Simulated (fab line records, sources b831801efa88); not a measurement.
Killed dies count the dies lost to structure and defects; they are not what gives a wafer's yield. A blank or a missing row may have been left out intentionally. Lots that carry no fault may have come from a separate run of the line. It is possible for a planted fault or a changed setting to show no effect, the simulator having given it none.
Matching of chambers ; flow gf180mcu ; pecvd-01 running GF_MIM_CVD_05: 3 sister chambers
The step deposits Si3N4, target thk 42 nm, time 29.086 s. 20 wafers are shown with their chamber, then 10 later ones without.

== EACH WAFER AND ITS CHAMBER ==
wafer;chamber;heater-power-w (W)
L074.1;0;522
L074.3;2;735
L074.5;1;739
L076.1;1;666
L076.2;0;532
L076.3;2;715
L076.4;0;527
L076.5;2;733
L076.6;1;684
L078.1;0;568
L078.2;1;674
L078.4;0;563
L082.3;0;599
L082.5;0;598
L082.6;2;684
L084.4;2;659
L084.5;2;650
L084.6;0;547
L088.3;1;641
L088.4;1;628

SIGNATURES (averages over the wafers above)
reading;chamber 0;chamber 1;chamber 2;scatter within a chamber
heater-power-w;557.00;672.00;696.00;35.1
Rule: a wafer lies at a distance from a chamber equal to the root of the sum of squares, over the readings, of (its reading less the chamber's mean, divided by the reading's scatter). If the next closest chamber is less than 2 further off than the closest, the wafer can't be placed; otherwise it belongs to the closest. The scatter: take each reading less its chamber's mean, square it, sum over the shown wafers, divide by the number of wafers less the number of chambers, and take the root.

== WAFERS MISSING THEIR CHAMBER ==
wafer;heater-power-w (W)
L088.5;687
L092.1;655
L092.2;572
L092.3;693
L092.4;641
L092.5;680
L092.6;586
L097.2;586
L097.3;713
L097.5;722

== THE CHAMBER EACH PASSED THROUGH ==
wafer;from the rows above;in truth
L088.5;can't be placed: 2 or 1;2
L092.1;can't be placed: 1 or 2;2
L092.2;0;0
L092.3;can't be placed: 2 or 1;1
L092.4;can't be placed: 1 or 2 or 0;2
L092.5;can't be placed: 1 or 2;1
L092.6;can't be placed: 0 or 1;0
L097.2;can't be placed: 0 or 1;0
L097.3;can't be placed: 2 or 1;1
L097.5;can't be placed: 2 or 1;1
1 of 10 placed correctly. Cannot be placed on the basis of these rows: 9; the candidates contain the true chamber in 9. 0 placed wrongly.
